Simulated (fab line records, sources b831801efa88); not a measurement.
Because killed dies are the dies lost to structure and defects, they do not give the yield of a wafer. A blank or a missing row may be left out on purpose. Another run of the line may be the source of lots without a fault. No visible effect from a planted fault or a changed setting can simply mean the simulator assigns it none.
8D (eight disciplines) problem report, filled in by code / flow sfq-line / the parts of the form that need people (team, actions taken, sign-off) are left out

1. PROBLEM STATEMENT
heater-power-total-W at SFQ_TRILAYER_I4_VIA_LITHO_PEB_106 reads a mean of 85.17 W on 9 wafers of 3 lots; wafers without a fault read 79.15 W with a standard deviation of 0.069. That puts it +87 standard deviations away from the usual mean.
The step: peb time 60 s.
First observed at day 53 07:23: wafer L930.2, on litho-track-04. At this step, 21 wafers from 7 lots have a number in the record. Rule for "out" (also "out of limits"): further than 4 standard deviations from the usual mean. The rest of the wafers with a number are treated as sound.

2. WHAT THIS IS AND IS NOT
question=which readings at this step | is=heater-power-total-W | is not=-
question=which lots | is=L930, L931, L932 | is not=L926, L927, L933, L939
question=which wafers of those lots | is=all that have a number | is not=-
question=read on which tools | is=litho-track-04 | is not=litho-track-01, litho-track-03
question=when | is=from day 53 07:23 | is not=up to then (6 sound wafers); but 6 sound wafers of L933, L939 came after

3. SUSPECTS, AND WHAT RULES EACH OUT
Counting: a tool at a process step up to the reading stays a suspect if it ran every lot that is out and no sound lot after the first of them.
- litho-track-04 at SFQ_TRILAYER_I4_VIA_LITHO_PEB_106 (peb time 60 s): kept. It processed each lot that is out, first L930 at day 53 07:23, and no sound lot thereafter; up to then, the last sound lot it processed was L927 at day 52 08:34. On those wafers its own readings are out: heater-power-total-W.
After counting, what remains is litho-track-04 at SFQ_TRILAYER_I4_VIA_LITHO_PEB_106.

4. THE CAUSE (what the simulator had put in)
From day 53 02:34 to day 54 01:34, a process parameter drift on litho-track-04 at SFQ_TRILAYER_I4_VIA_LITHO_PEB_106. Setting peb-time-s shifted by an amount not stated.
Only this tool survived the counting.

5. SEQUENCE OF EFFECTS, ordered by route
Rows list readings where the struck wafers' mean (over those with a number) sits beyond 3 standard deviations from the usual. Readings are gone through only where the record gives a usual standard deviation; hours: the median, over the lots, of the time from a lot's start at the first step in this table giving one to that lot's start at this step; sigmas: the change measured in usual standard deviations.
hours=0; step=SFQ_TRILAYER_I4_VIA_LITHO_PEB_106; reading=heater-power-total-W; usual=79.15 W; on struck wafers=85.17; change=+6.02; sigmas=+87
It contains these process steps:
- SFQ_TRILAYER_I4_VIA_LITHO_PEB_106: peb time 60 s.
Readings that are blank on the struck wafers while sound wafers have them: plate-temp-C at SFQ_TRILAYER_I4_VIA_LITHO_PEB_106.
Later measuring or inspecting steps at which every struck wafer that the step has a row for has a number for every such reading, and none has moved that far: SFQ_I4_OVL_MEAS_928.

6. HOW IT WOULD HAVE BEEN CAUGHT EARLIER
5 hours passed between the start of the fault at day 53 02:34 and the first reading out of limits in this record, taken at day 53 07:23.
